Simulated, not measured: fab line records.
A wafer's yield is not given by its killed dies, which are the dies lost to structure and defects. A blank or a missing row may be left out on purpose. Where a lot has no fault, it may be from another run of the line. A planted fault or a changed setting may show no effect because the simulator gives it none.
A lot that was struck, set against a sound lot -- flow sky130 -- 43 out of 708 route steps
Sound: these wafers, L736.2, L736.3, L736.5. Struck: wafer L726.1. (L726.2, L726.3 of the same lot were not struck and are left out.) The cause comes at the end.
Order at every step that has rows: each side's tool, ch and its chambers, its first start. Under that, the readings that differ: sound wafers -- struck wafers -- difference of the means -- sigmas: that difference in standard deviations of wafers without a fault.
alike: readings whose means differ by less than 2 such deviations, and words and numbers that are the same on both sides. not compared: withheld readings, readings that some wafer has no value for, bounds like >300 that may hide the same value, and numbers for which the record gives no deviation and whose values overlap.
A row with sigmas, a row that says differs or no value, or rows on one side alone: a step with any of these is where the two part. Numbers that have no deviation but don't overlap get no sigmas and don't part them. A reading missing from all wafers of one side parts the sides only when that side holds two or more wafers.

first, 3 steps without rows for these wafers: SKY_VIA2_CLEAN_18 (cleans in IPA, time 180 s); SKY_VIA2_CLEAN_19 (cleans in O3/DIW); SKY_VIA2_SPUTTER_20 (material TiN, target thk 20 nm, time 80 s).
SKY_VIA2_CVD_21: deposits W, target thk 420 nm, time 126.4 s.
  sound on cvd-w-02 ch 0,1, day 41 10:22; struck on cvd-w-02 ch 0, day 38 05:54
reading,sound,struck,difference,sigmas
heater-power-w (W),883 879 822,973,+112,+2
  alike: susceptor-temp-C
SKY_VIA2_RS_MEAS_22: a four-point-probe measurement.
  sound on film-metro-02 at day 41 10:31; struck on film-metro-04 at day 38 06:02
  alike: VIA2_W_RS
SKY_VIA2_THK_MEAS_23: measures by xrf.
  sound on film-metro-02 at day 41 10:38; struck on film-metro-04 at day 38 06:09
  alike: VIA2_W_THK
SKY_VIA2_CMP_24: polishes, stops on SiO2, t overpolish 20 s, target thk 0 nm.
  sound on cmp-02 ch 0,1,2, day 41 10:47; struck on cmp-02 ch 2, day 38 06:23
reading,sound,struck,difference,sigmas
overpolish-run-s (s),20.014 20.018 19.990,19.981,-0.026,-3
  alike: motor-current-A, time-to-endpoint-s
SKY_METAL3_SPUTTER_00: material Ti, target thk 15 nm, time 10 s.
  sound on pvd-sputter-04 at day 41 10:59; struck on pvd-sputter-01 at day 38 06:41
  alike: throttle-valve-pct
then, 3 steps without rows for these wafers: SKY_METAL3_SPUTTER_01 (material TiN, target thk 20 nm, time 16.7 s); SKY_METAL3_SPUTTER_02 (material AlCu, target thk 735 nm, time 39.1 s); SKY_METAL3_SPUTTER_03 (material Ti, target thk 5 nm, time 3.3 s).
SKY_METAL3_SPUTTER_04: material TiN, target thk 70 nm, time 58.3 s.
  sound on pvd-sputter-04 at day 41 11:05; struck on pvd-sputter-01 at day 38 06:47
  alike: throttle-valve-pct
SKY_CAPM_CVD_00: deposits SiO2, target thk 15.5 nm.
  sound on pecvd-01 ch 1,2, day 41 11:08; struck on pecvd-04 ch 0, day 38 06:50
reading,sound,struck,difference,sigmas
rf-fwd-power-W (W),436.9 439.6 438.5,442.2,+3.9,+2
susceptor-temp-C (C),399.83 399.91 399.99,400.49,+0.58,+3
model.SiO2_of_CAPM_CVD_00.thk-nm (nm),14.99 14.99 15.39,16.84,+1.72,
  alike: heater-power-w
SKY_CAPM_THK_MEAS_01:
  sound on film-metro-03 at day 41 11:10; struck on film-metro-03 at day 38 07:05
reading,sound,struck,difference,sigmas
CAPM_CVD_00_THK (nm),14.93 15.00 15.38,16.85,+1.75,+6
  not compared: hold
SKY_CAPM_RS_MEAS_03: a four-point-probe measurement.
  sound on film-metro-03 at day 41 11:21; struck on film-metro-04 at day 38 15:36
  alike: CAPM_TIN_RS
SKY_CAPM_THK_MEAS_04: measures by xrf.
  sound on film-metro-03 at day 41 11:28; struck on film-metro-04 at day 38 15:43
  alike: CAPM_TIN_THK
then, 7 steps without rows for these wafers: SKY_CAPM_DEHYDRATE_05 (time 60 s); SKY_CAPM_HMDS_06 (prime time 60 s); SKY_CAPM_COAT_07 (resist thk 1140 nm); SKY_CAPM_SOFTBAKE_08 (time 60 s); SKY_CAPM_EXPOSE_09 (exposes mask CAPM, target cd 1000 nm); SKY_CAPM_PEB_10; SKY_CAPM_DEVELOP_11 (develop time 60 s).
SKY_CAPM_OVL_MEAS_12:
  sound on overlay-01 at day 42 10:19; struck on overlay-02 at day 39 06:43
  alike: CAPM_OVL
then, 1 step without rows for these wafers: SKY_CAPM_METAL_ETCH_13 (etches TiN in Cl2/BCl3, stops on SiO2, target depth 220 nm, time 62.9 s).
SKY_CAPM_STRIP_14: strips in O2/N2.
  sound on plasma-asher-01 ch 0,1, day 42 10:25; struck on plasma-asher-03 ch 0, day 39 06:49
reading,sound,struck,difference,sigmas
chamber-pressure-mTorr (mTorr),1502.2 1499.6 1500.5,1497.5,-3.3,-3
  alike: drypump-motor-current-A, o2-flow-sccm, oes-product-au, strip-time-to-endpoint-s
  not compared: rf-hours-counter-h
then, 11 steps without rows for these wafers: SKY_CAPM_STRIP_15 (strips in post etch residue remover, time 1200 s); SKY_CAPM_CLEAN_16 (cleans in IPA, time 180 s); SKY_CAPM_CLEAN_17 (cleans in O3/DIW); SKY_METAL3_DEHYDRATE_05 (time 60 s); SKY_METAL3_HMDS_06 (prime time 60 s); SKY_METAL3_COAT_07 (resist thk 60 nm); SKY_METAL3_COAT_08 (resist thk 1140 nm); SKY_METAL3_SOFTBAKE_09 (time 90 s); SKY_METAL3_EXPOSE_10 (exposes mask MM3, target cd 300 nm); SKY_METAL3_PEB_11; SKY_METAL3_DEVELOP_12 (develop time 60 s).
SKY_METAL3_CD_MEAS_13: target cd 300 nm.
  sound on cd-sem-01 at day 43 09:55; struck on cd-sem-02 at day 40 05:47
reading,sound,struck,difference,sigmas
cd-nm (nm),296.4 298.1 297.4,300.4,+3.1,+2
SKY_METAL3_OVL_MEAS_14:
  sound on overlay-02 at day 43 10:02; struck on overlay-02 at day 40 05:54
reading,sound,struck,difference,sigmas
METAL3_OVL (nm),16 10 11,-1,-13,-2
then, 2 steps without rows for these wafers: SKY_METAL3_DESCUM_15 (chemistry O2, time 8 s); SKY_METAL3_ETCH_16 (etches BARC in N2/H2, stops on SiO2, time 88.2 s, target depth 60 nm).
SKY_METAL3_ETCH_17: etches SiO2 in C4F8/O2/Ar, stops on TiN, time 3.9 s, target depth 15 nm.
  sound on rie-diel-02 ch 2,3, day 43 10:11; struck on rie-diel-02 ch 1, day 40 06:04
reading,sound,struck,difference,sigmas
oes-product-au (a.u.),0.743 0.734 0.750,0.782,+0.040,+6
  alike: chamber-pressure-mTorr, rf-fwd-power-W
  not compared: rf-hours-counter-h
-- the record jumps here: 7 days lie between the struck wafers' starts before and after (it left off in module METAL3 and takes up again in module PAD_OPEN, whose first step shown is number 708 of the route) --
SKY_PAD_OPEN_PROBE_99:
  sound on prober-02 at day 49 11:35; struck on prober-02 at day 46 22:51
reading,sound,struck,difference,sigmas
model.etest.cap-mim.bv-v (V),13.18 13.31 13.65,15.34,+1.96,
model.etest.cap-mim.leak-log10-a-cm2,-8.979 -8.867 -9.07,-9.262,-0.290,
model.etest.cap-mim.c-ff-um2,2.412 2.432 2.339,2.163,-0.231,
  alike: defect-limited-yield, killed_at_M0_to_M3, killed_at_M4_up, killed-at-contacts, killed-at-front-end, killed-at-other, killed-dies, killed-open, killed-short, sort_bin_3_pad_short, sort_bin_5_function, sort_bin_6_memory, sort-n-pass, sort-yield-pct

WHERE THEY PART
First at SKY_VIA2_CVD_21; last, within this record, at SKY_METAL3_ETCH_17. Later steps at which nothing parts them and some readings are alike: SKY_PAD_OPEN_PROBE_99.

WHY: what had been put in by the simulator
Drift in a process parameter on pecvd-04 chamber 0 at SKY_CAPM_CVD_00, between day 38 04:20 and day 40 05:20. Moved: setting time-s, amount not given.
